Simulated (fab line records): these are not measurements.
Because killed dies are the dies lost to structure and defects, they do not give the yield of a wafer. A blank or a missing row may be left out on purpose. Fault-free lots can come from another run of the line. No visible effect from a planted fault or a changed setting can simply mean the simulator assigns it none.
The tool behind it: which one? / flow gf180mcu / 45 wafers from 15 lots sampled at 2 of the route's 602 steps

== WHAT THE GAUGES READ, wafer by wafer ==
GF_M2_CD_MEAS_14: the cd target is 280 nm. Usual: 279.9 nm for cd-nm, sd 1.
lot=L102; measured=day 20 00:16; on=cd-sem-02; cd-nm (nm)=280.3 279.9 280.2; flag=
lot=L105; measured=day 20 20:07; on=cd-sem-02; cd-nm (nm)=279.6 279.5 279.4; flag=
lot=L104; measured=day 20 23:04; on=cd-sem-01; cd-nm (nm)=279.6 280.6 279.8; flag=
lot=L107; measured=day 21 19:44; on=cd-sem-01; cd-nm (nm)=278.8 279.2 278.3; flag=
lot=L108; measured=day 22 06:13; on=cd-sem-02; cd-nm (nm)=279.7 279.6 280.4; flag=
lot=L110; measured=day 22 14:46; on=cd-sem-01; cd-nm (nm)=280.6 280.4 281.2; flag=
lot=L113; measured=day 23 12:43; on=cd-sem-01; cd-nm (nm)=278.6 278.5 279.3; flag=
lot=L114; measured=day 23 22:23; on=cd-sem-01; cd-nm (nm)=279.8 281.2 279.6; flag=
lot=L115; measured=day 24 03:49; on=cd-sem-01; cd-nm (nm)=281.4 279.9 280.4; flag=
lot=L118; measured=day 24 22:17; on=cd-sem-01; cd-nm (nm)=279.6 279.4 281.0; flag=
lot=L120; measured=day 25 14:48; on=cd-sem-01; cd-nm (nm)=280.5 279.8 281.4; flag=
lot=L121; measured=day 25 23:40; on=cd-sem-02; cd-nm (nm)=279.5 280.0 280.0; flag=
lot=L122; measured=day 26 06:49; on=cd-sem-01; cd-nm (nm)=277.9 278.1 278.4; flag=
lot=L123; measured=day 26 13:10; on=cd-sem-01; cd-nm (nm)=280.7 280.5 280.1; flag=
lot=L124; measured=day 27 01:35; on=cd-sem-01; cd-nm (nm)=282.1 281.2 281.7; flag=

GF_V2_THK_MEAS_03. Usual: V2_CVD_02_THK 851 nm, standard deviation 12.
lot=L102; measured=day 20 01:14; on=film-metro-04; V2_CVD_02_THK (nm)=850 852 852; flag=
lot=L105; measured=day 20 21:14; on=film-metro-01; V2_CVD_02_THK (nm)=837 832 849; flag=
lot=L104; measured=day 21 00:06; on=film-metro-01; V2_CVD_02_THK (nm)=826 850 864; flag=
lot=L107; measured=day 21 20:45; on=film-metro-01; V2_CVD_02_THK (nm)=830 868 853; flag=
lot=L108; measured=day 22 07:17; on=film-metro-01; V2_CVD_02_THK (nm)=860 834 863; flag=
lot=L110; measured=day 22 15:52; on=film-metro-04; V2_CVD_02_THK (nm)=843 838 872; flag=
lot=L113; measured=day 23 13:45; on=film-metro-01; V2_CVD_02_THK (nm)=837 860 849; flag=
lot=L114; measured=day 23 23:23; on=film-metro-01; V2_CVD_02_THK (nm)=842 845 848; flag=
lot=L115; measured=day 24 04:56; on=film-metro-04; V2_CVD_02_THK (nm)=830 841 865; flag=
lot=L118; measured=day 24 23:23; on=film-metro-03; V2_CVD_02_THK (nm)=835 834 854; flag=
lot=L120; measured=day 25 15:49; on=film-metro-04; V2_CVD_02_THK (nm)=838 839 844; flag=
lot=L121; measured=day 26 00:40; on=film-metro-01; V2_CVD_02_THK (nm)=850 847 868; flag=
lot=L122; measured=day 26 08:01; on=film-metro-04; V2_CVD_02_THK (nm)=849 862 872; flag=
lot=L123; measured=day 26 14:10; on=film-metro-01; V2_CVD_02_THK (nm)=857 833 859; flag=
lot=L124; measured=day 27 02:48; on=film-metro-01; V2_CVD_02_THK (nm)=840 858 858; flag=

== WHICH TOOL RAN EACH LOT (tool, then ch and the chambers of the sampled wafers, then the start) ==
Before these readings, the record contains no process step.

== AS READ BY THE TOOLS THEMSELVES (means over the sampled wafers that have a number; for cases with no such wafer, the mark the record gives instead) ==
The record holds no such reading with a usual standard deviation.

== THE ANSWER, worked out from the rows above alone ==
Rule: a lot counts as off when the mean over its wafers that have a number is more than 3 standard deviations away from the usual mean. Also off: a lot with no number at a reading for which 4 or more lots have one. Any other lot the step has rows for is counted as sound. First the gauges in route order, then the tools' own readings, where a lot's mean is used as printed above. The first step at which some lot is off is used, and at that step the reading that is off furthest; a lot without a number counts as furthest.
Across all readings shown, no lot is off: no conclusion can be drawn from this.

== WHAT THE SIMULATOR HAD PUT IN ==
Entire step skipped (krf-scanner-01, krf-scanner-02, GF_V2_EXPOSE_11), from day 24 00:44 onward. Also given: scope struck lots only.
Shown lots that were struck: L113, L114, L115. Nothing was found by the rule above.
